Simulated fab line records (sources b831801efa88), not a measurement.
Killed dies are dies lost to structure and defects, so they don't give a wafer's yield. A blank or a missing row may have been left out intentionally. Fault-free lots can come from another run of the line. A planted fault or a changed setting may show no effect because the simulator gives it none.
Which tool is to blame?    flow gf180mcu    42 wafers from 14 lots sampled at 3 of the route's 602 steps

== WHAT EACH GAUGE READ, for each wafer ==
GF_V5_THK_MEAS_25: measures by xrf. Usual: for V5_W_THK the level is 343 nm and the standard deviation is 8.4.
lot   measured      on            V5_W_THK (nm)  flag
L596  day 27 07:09  filmMetro-01  340 341 332    
L597  day 28 01:17  filmMetro-01  344 338 335    
L598  day 28 03:26  filmMetro-01  340 336 343    
L599  day 28 05:47  filmMetro-03  360 347 353    
L600  day 28 20:06  filmMetro-01  333 335 338    
L602  day 29 14:43  filmMetro-01  328 335 333    
L603  day 29 13:50  filmMetro-01  345 342 339    
L605  day 30 02:44  filmMetro-01  340 349 350    
L610  day 31 11:25  filmMetro-04  334 331 327    
L612  day 32 00:32  filmMetro-04  334 327 334    
L615  day 32 12:11  filmMetro-03  350 363 348    
L616  day 32 22:49  filmMetro-03  361 351 362    
L617  day 33 03:02  filmMetro-01  343 349 352    
L618  day 33 06:16  filmMetro-01  339 354 355    

GF_TOP_METAL_CD_MEAS_14: the cd target is 440 nm. Usual: cdNm at 439.6 nm, with a standard deviation of 2.3.
lot   measured      on        cdNm (nm)          flag
L596  day 28 03:46  cdSem-02  440.9 441.0 441.5  
L597  day 28 21:02  cdSem-02  440.0 436.4 435.3  
L598  day 28 22:13  cdSem-02  440.2 438.5 439.8  
L599  day 29 01:16  cdSem-02  438.5 437.5 437.4  
L600  day 29 15:27  cdSem-02  442.0 442.0 442.5  
L602  day 30 08:56  cdSem-01  439.0 437.4 438.3  
L603  day 30 08:37  cdSem-02  442.5 442.5 441.0  
L605  day 30 21:31  cdSem-01  440.6 441.8 440.6  
L610  day 32 04:58  cdSem-01  442.0 442.2 440.8  
L612  day 32 17:18  cdSem-01  435.7 435.1 437.4  
L615  day 33 05:22  cdSem-01  444.2 442.6 442.4  
L616  day 33 14:36  cdSem-02  440.6 436.8 438.1  
L617  day 33 18:28  cdSem-02  435.6 436.6 436.1  
L618  day 33 21:49  cdSem-01  437.9 439.4 440.7  

== TOOL THAT RAN EACH LOT (tool first, then ch and the chambers of the sampled wafers, then the start) ==
lot   GF_STI_OXIDATION_21
L596  furnace-01 ch 0, day 2 03:29
L597  furnace-01 ch 0, day 2 07:19
L598  furnace-01 ch 0, day 2 11:53
L599  furnace-02 ch 0, day 2 18:56
L600  furnace-02 ch 0, day 3 01:33
L602  furnace-01 ch 0, day 3 15:35
L603  furnace-01 ch 0, day 3 15:35
L605  furnace-01 ch 0, day 4 05:24
L610  furnace-01 ch 0, day 5 02:52
L612  furnace-01 ch 0, day 5 12:26
L615  furnace-02 ch 0, day 6 03:57
L616  furnace-02 ch 0, day 6 10:15
L617  furnace-02 ch 0, day 6 14:50
L618  furnace-02 ch 0, day 6 20:00
- GF_STI_OXIDATION_21: stabilise 600 s, purge 300 s, target thk 15 nm.

== WHAT THE TOOLS THEMSELVES READ (means of the sampled wafers that have a number; where no wafer has one, the mark that the record gives instead) ==
GF_STI_OXIDATION_21. Usual: zonePowerLowerPct at 22.8 %, with a standard deviation of 1.3.
lot   tool        zonePowerLowerPct (%)  flag
L596  furnace-01  23.9                   
L597  furnace-01  24.3                   
L598  furnace-01  24.1                   
L599  furnace-02  21.6                   
L600  furnace-02  21.6                   
L602  furnace-01  24.0                   
L603  furnace-01  24.3                   
L605  furnace-01  24.4                   
L610  furnace-01  23.9                   
L612  furnace-01  24.2                   
L615  furnace-02  21.8                   
L616  furnace-02  21.5                   
L617  furnace-02  21.5                   
L618  furnace-02  21.6                   

== THE ANSWER, worked out from the rows above alone ==
Rule: take the mean of a lot's wafers that have a number; if it is more than 3 standard deviations from the usual mean, the lot is off. Also off: a lot with no number at a reading for which 4 or more lots have one. Any other lot the step has rows for is counted as sound. The gauges are gone through in route order, then the tools' own readings, and for those a lot's mean is taken as printed above. At the first step where some lot is off, the reading lying furthest off is the one used; lots without a number count as furthest.
None of the lots is off at any reading shown; this tells nothing.

== WHAT WAS PUT IN BY THE SIMULATOR ==
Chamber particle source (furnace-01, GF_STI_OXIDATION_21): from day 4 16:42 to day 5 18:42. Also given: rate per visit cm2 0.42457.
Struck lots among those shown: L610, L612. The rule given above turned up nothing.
